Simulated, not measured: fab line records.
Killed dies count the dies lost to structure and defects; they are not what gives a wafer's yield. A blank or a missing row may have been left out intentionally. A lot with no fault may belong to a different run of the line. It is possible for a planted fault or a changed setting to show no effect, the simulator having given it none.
The tool behind it: which one? :: flow sky130 :: Sampling: 6 lots, 18 wafers, 3 of 708 route steps

## WHAT THE GAUGES SHOWED, per wafer
SKY_CAP2M_THK_MEAS_04: measures by xrf.
lot: L275
measured: day 40 04:45
on: film-metro-02
CAP2M_TIN_THK (nm): 201.4 203.9 202.5

lot: L277
measured: day 40 18:51
on: film-metro-03
CAP2M_TIN_THK (nm): 200.6 199.9 202.7

lot: L279
measured: day 41 04:58
on: film-metro-03
CAP2M_TIN_THK (nm): 198.0 200.9 202.6

lot: L286
measured: day 43 06:35
on: film-metro-04
CAP2M_TIN_THK (nm): 198.6 199.8 199.7

lot: L288
measured: day 44 02:08
on: film-metro-03
CAP2M_TIN_THK (nm): 201.8 201.0 202.1

lot: L291
measured: day 45 01:47
on: film-metro-04
CAP2M_TIN_THK (nm): 203.5 202.1 203.5

## TOOL THAT RAN EACH LOT (tool first, then ch and the chambers of the sampled wafers, then the start)
lot: L275
SKY_METAL4_SPUTTER_02: pvd-sputter-04, day 40 04:19
SKY_CAP2M_CVD_00: pecvd-04 ch 0,1,2, day 40 04:25

lot: L277
SKY_METAL4_SPUTTER_02: pvd-sputter-04, day 40 18:26
SKY_CAP2M_CVD_00: pecvd-01 ch 0,1, day 40 18:32

lot: L279
SKY_METAL4_SPUTTER_02: pvd-sputter-04, day 41 04:31
SKY_CAP2M_CVD_00: pecvd-02 ch 0,2, day 41 04:38

lot: L286
SKY_METAL4_SPUTTER_02: pvd-sputter-02, day 43 06:08
SKY_CAP2M_CVD_00: pecvd-04 ch 0,2, day 43 06:15

lot: L288
SKY_METAL4_SPUTTER_02: pvd-sputter-04, day 44 01:43
SKY_CAP2M_CVD_00: pecvd-02 ch 0,2, day 44 01:49

lot: L291
SKY_METAL4_SPUTTER_02: pvd-sputter-02, day 45 01:22
SKY_CAP2M_CVD_00: pecvd-02 ch 0,1,2, day 45 01:29
- SKY_METAL4_SPUTTER_02: material AlCu, target thk 735 nm, time 39.1 s.
- SKY_CAP2M_CVD_00: deposits SiO2, target thk 15.5 nm.

## THE ANSWER, worked out from the rows above alone
Rule: the lots themselves supply what counts as usual. Put in order of their means at a reading, lots are off if they are a third of the lots or fewer, leave a main group of 4 or more, and stand apart from it by a gap of 3 or more times the standard deviation of the main group's means; of several such gaps the widest counts. If all means in a main group match to the digits the tables above print for the reading, that group is not used. Also off: a lot with no number at a reading for which 4 or more lots have one. Any other lot the step has rows for is counted as sound.
None of the lots is off at any reading shown; this tells nothing.

## WHAT THE SIMULATOR HAD PUT IN
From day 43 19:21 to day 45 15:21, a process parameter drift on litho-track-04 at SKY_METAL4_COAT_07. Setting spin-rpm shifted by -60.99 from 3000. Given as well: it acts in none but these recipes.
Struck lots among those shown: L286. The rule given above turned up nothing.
